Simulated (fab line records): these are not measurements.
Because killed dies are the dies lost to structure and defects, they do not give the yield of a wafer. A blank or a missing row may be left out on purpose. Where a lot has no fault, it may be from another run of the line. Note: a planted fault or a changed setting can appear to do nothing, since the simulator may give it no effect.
Which of the tools did it?	flow sfq-line	30 wafers from 10 lots sampled at 2 of the route's 325 steps

WHAT THE GAUGES SHOWED, per wafer
SFQ_JJ_OVL_MEAS_931.
lot	measured	on	J5_OVL (nm)
L121	day 43 05:32	overlay-02	-7 -9 -4
L122	day 43 06:43	overlay-02	3 3 2
L123	day 47 02:29	overlay-01	194 186 189
L124	day 47 03:41	overlay-01	193 193 190
L125	day 47 04:54	overlay-01	192 196 185
L126	day 47 06:06	overlay-01	195 197 194
L128	day 51 23:40	overlay-02	5 1 0
L130	day 53 09:01	overlay-02	-4 -5 -8
L143	day 58 16:50	overlay-01	0 4 2
L144	day 58 18:02	overlay-01	-1 1 -6

EACH LOT AND THE TOOL THAT RAN IT (in order: tool; ch and the chambers of the sampled wafers; start)
lot	SFQ_TRILAYER_JJ_CE_LITHO_EXPOSE_115
L121	krf-scanner-01 ch 0, day 43 04:37
L122	krf-scanner-01 ch 0, day 43 05:13
L123	krf-scanner-01 ch 0, day 47 00:59
L124	krf-scanner-01 ch 0, day 47 02:11
L125	krf-scanner-01 ch 0, day 47 03:47
L126	krf-scanner-01 ch 0, day 47 04:59
L128	krf-scanner-02 ch 0, day 51 22:10
L130	krf-scanner-02 ch 0, day 53 07:31
L143	krf-scanner-02 ch 0, day 58 15:32
L144	krf-scanner-02 ch 0, day 58 16:32
- SFQ_TRILAYER_JJ_CE_LITHO_EXPOSE_115: exposes mask J5, target cd 700 nm.

AS READ BY THE TOOLS THEMSELVES (means over the sampled wafers that have a number; for cases with no such wafer, the mark the record gives instead)
The record holds no such reading with a usual standard deviation.

THE ANSWER, worked out from the rows above alone
Rule: usual is defined by the lots themselves. The widest of any qualifying gaps counts: lots, ordered by their means at a reading, are off when they make up no more than a third of the lots, leave a main group of 4 or more, and stand apart from it by 3 or more times the standard deviation of that group's means. A main group is skipped when, at the precision printed for the reading in the tables above, its means are all equal. Also off: a lot with no number at a reading for which 4 or more lots have one. Where the step has rows for the other lots, those lots are counted as sound. The gauges are gone through in route order, then the tools' own readings, and for those a lot's mean is taken as printed above. At the first step where some lot is off, the reading lying furthest off is the one used; lots without a number count as furthest.
No lot is off on any of the readings shown, so nothing can be concluded from this.

WHAT HAD BEEN PUT IN BY THE SIMULATOR
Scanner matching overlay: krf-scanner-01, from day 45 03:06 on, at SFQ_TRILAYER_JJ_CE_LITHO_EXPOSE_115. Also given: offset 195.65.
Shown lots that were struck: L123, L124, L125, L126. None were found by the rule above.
